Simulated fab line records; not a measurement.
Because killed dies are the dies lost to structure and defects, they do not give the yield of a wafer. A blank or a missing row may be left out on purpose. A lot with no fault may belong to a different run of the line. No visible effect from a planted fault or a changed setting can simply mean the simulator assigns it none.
A struck lot beside a sound one	flow sky130	43 steps out of a route of 708
Sound: the wafers L569.1, L569.2, L569.6. Struck: wafers L579.2, L579.5 (left out: L579.1, a lot-mate that was not struck); the cause follows at the end.
Each step with rows lists, per side, the tool, then ch with its chambers, then its first start. Under that, the readings that differ: sound wafers	struck wafers	difference of the means	sigmas: that difference in standard deviations of wafers without a fault.
alike: words and numbers the same on both sides, and readings whose means are apart by under 2 such deviations; not compared: readings that were withheld, readings missing a value for some wafer, numbers with overlapping values and no deviation given by the record, and bounds like >300 which may hide the same value.
The two part at a step that has a row with sigmas, a row that says differs or no value, or rows on one side only. When numbers do not overlap yet have no deviation, they are printed without sigmas and do not part them. A reading missing from all wafers of one side parts the sides only when that side holds two or more wafers.

first, 3 steps without rows for these wafers: SKY_FIELD_ISO_WET_ETCH_30 (etches SiO2 in dHF, target depth 25 nm, time 50 s); SKY_NWELL_CLEAN_00 (cleans in SC1/SC2, time 150 s); SKY_NWELL_OXIDATION_01 (stabilise 600 s, purge 300 s, target thk 10 nm).
SKY_NWELL_THK_MEAS_02:
  sound on film metro-03, day 3 15:50; struck on film metro-02, day 5 23:53
reading	sound	struck	difference	sigmas
NWELL_OXIDATION_THK (nm)	10.08 10.05 9.90	9.65 9.59	-0.39	-2
then, 8 steps without rows for these wafers: SKY_DNWELL_DEHYDRATE_00 (time 60 s); SKY_DNWELL_HMDS_01 (prime time 60 s); SKY_DNWELL_COAT_02 (resist thk 3000 nm); SKY_DNWELL_SOFTBAKE_03; SKY_DNWELL_EXPOSE_04 (exposes mask DNM, target cd 3000 nm); SKY_DNWELL_PEB_05; SKY_DNWELL_DEVELOP_06 (develop time 60 s); SKY_DNWELL_IMPLANT_07.
SKY_DNWELL_STRIP_08: strips in O2/N2.
  sound on plasma asher-04 ch 0,1, day 4 09:46; struck on plasma asher-01 ch 0, day 6 18:06
reading	sound	struck	difference	sigmas
drypump motor current A (A)	5.2 4.9 4.9	5.7 5.7	+0.7	+2
  alike: oes product au, strip time to endpoint s
  not compared: rf hours counter h
SKY_DNWELL_TW_MEAS_09:
  sound on film metro-03, day 4 09:52; struck on film metro-03, day 6 18:12
  alike: DNWELL_TW
then, 7 steps without rows for these wafers: SKY_PWDE_DEHYDRATE_00 (time 60 s); SKY_PWDE_HMDS_01 (prime time 60 s); SKY_PWDE_COAT_02 (resist thk 3000 nm); SKY_PWDE_SOFTBAKE_03; SKY_PWDE_EXPOSE_04 (exposes mask PWDEM, target cd 840 nm); SKY_PWDE_PEB_05; SKY_PWDE_DEVELOP_06 (develop time 60 s).
SKY_PWDE_OVL_MEAS_07:
  sound on overlay-02, day 5 04:37; struck on overlay-01, day 7 12:54
  alike: PWDE_OVL
following that, these wafers have no rows for 1 step: SKY_PWDE_IMPLANT_08.
SKY_PWDE_STRIP_09: strips in O2/N2.
  sound on plasma asher-02 ch 0,1, day 5 04:47; struck on plasma asher-01 ch 0,1, day 7 13:05
reading	sound	struck	difference	sigmas
strip time to endpoint s (s)	36.93 36.83 36.93	37.17 37.07	+0.22	+2
  alike: drypump motor current A, oes product au
  not compared: rf hours counter h
SKY_PWDE_TW_MEAS_10:
  sound on film metro-02, day 5 04:53; struck on film metro-04, day 7 13:11
  alike: PWDE_TW
then, 7 steps without rows for these wafers: SKY_NWELL_DEHYDRATE_03 (time 60 s); SKY_NWELL_HMDS_04 (prime time 60 s); SKY_NWELL_COAT_05 (resist thk 3000 nm); SKY_NWELL_SOFTBAKE_06; SKY_NWELL_EXPOSE_07 (exposes mask NWM, target cd 840 nm); SKY_NWELL_PEB_08; SKY_NWELL_DEVELOP_09 (develop time 60 s).
SKY_NWELL_OVL_MEAS_10:
  sound on overlay-01, day 5 22:44; struck on overlay-02, day 8 09:46
  alike: NWELL_00_OVL
then, 3 steps without rows for these wafers: SKY_NWELL_IMPLANT_11; SKY_NWELL_IMPLANT_12; SKY_NWELL_IMPLANT_13.
SKY_NWELL_STRIP_14: strips in O2/N2.
  sound on plasma asher-04 ch 0,1, day 5 23:13; struck on plasma asher-03 ch 0,1, day 8 10:16
reading	sound	struck	difference	sigmas
strip time to endpoint s (s)	36.58 36.71 36.71	37.00 36.95	+0.31	+3
  alike: drypump motor current A, oes product au
  not compared: rf hours counter h
SKY_NWELL_TW_MEAS_15:
  sound on film metro-02, day 5 23:19; struck on film metro-02, day 8 10:22
  alike: NWELL_TW
then, 4 steps without rows for these wafers: SKY_NWELL_DEHYDRATE_16 (time 60 s); SKY_NWELL_HMDS_17 (prime time 60 s); SKY_NWELL_COAT_18 (resist thk 3000 nm); SKY_NWELL_SOFTBAKE_19.
-- the record jumps here: 42 days lie between the struck wafers' starts before and after (it left off in module NWELL and takes up again in module PAD_OPEN, whose first step shown is number 708 of the route) --
SKY_PAD_OPEN_PROBE_99:
  sound on prober-01, day 47 14:00; struck on prober-02, day 50 02:21
reading	sound	struck	difference	sigmas
hold	- - -	await dispo/7.9h/release await dispo/7.9h/release	no value on the sound wafers	
killed at front end	19 9 17	55 50	+38	+9
killed dies	82 86 86	126 101	+29	+3
  alike: killed_at_M0_to_M3, killed_at_M4_up, killed at contacts, killed at other, killed open, killed short

## WHERE THEY PART
Earliest at SKY_NWELL_THK_MEAS_02; latest, in this record, at SKY_PAD_OPEN_PROBE_99.

WHY: what had been put in by the simulator
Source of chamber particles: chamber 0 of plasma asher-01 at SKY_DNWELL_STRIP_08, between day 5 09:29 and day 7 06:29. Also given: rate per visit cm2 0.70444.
